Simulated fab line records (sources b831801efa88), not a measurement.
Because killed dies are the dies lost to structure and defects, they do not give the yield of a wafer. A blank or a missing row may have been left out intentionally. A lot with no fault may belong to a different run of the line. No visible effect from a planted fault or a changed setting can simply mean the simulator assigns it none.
Chamber matching	flow sfq line	4 sister chambers for SFQ_TRILAYER_L0_VIA_BARC_OPEN_VIA_ETCH_021 on rie diel-01
The step etches BARC in O2, target depth 125 nm, time 41.7 s. 4 wafers are shown with their chamber, then 8 later ones without.

## WAFERS WITH THEIR CHAMBER
wafer	chamber	oes product au (a.u.)
L455.6	2	0.689
L458.6	0	0.679
L459.1	1	0.686
L459.6	3	0.691

## WAFERS WITH NO CHAMBER GIVEN
wafer	oes product au (a.u.)
L462.1	0.683
L462.3	0.682
L471.3	0.687
L471.4	0.691
L471.5	0.690
L473.1	0.680
L473.3	0.700
L473.5	0.687

## EACH ONE'S CHAMBER
wafer	from the rows above	in truth
L462.1	can't be placed: 1 or 0 or 2 or 3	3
L462.3	can't be placed: 0 or 1 or 2 or 3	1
L471.3	can't be placed: 1 or 2 or 3 or 0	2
L471.4	can't be placed: 3 or 2 or 1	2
L471.5	can't be placed: 2 or 3 or 1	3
L473.1	can't be placed: 0 or 1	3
L473.3	can't be placed: 3 or 2 or 1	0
L473.5	can't be placed: 1 or 2 or 3 or 0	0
Correctly placed: 0 of 8. Cannot be placed on the basis of these rows: 8; the candidates contain the true chamber in 6. Number placed wrongly: 0.
How it was worked out, from the rows above alone: a wafer's distance from a chamber is the root of the sum, over the readings, of the square of ((its reading less the chamber's mean) divided by the reading's scatter). The wafer belongs to the nearest chamber; if the next one is less than 2 further off, it can't be placed. Each chamber's mean is taken over the wafers shown for it. The scatter (one wafer shown for each chamber): square how far every hidden wafer sits from the nearest shown wafer, average those squares and take the square root.
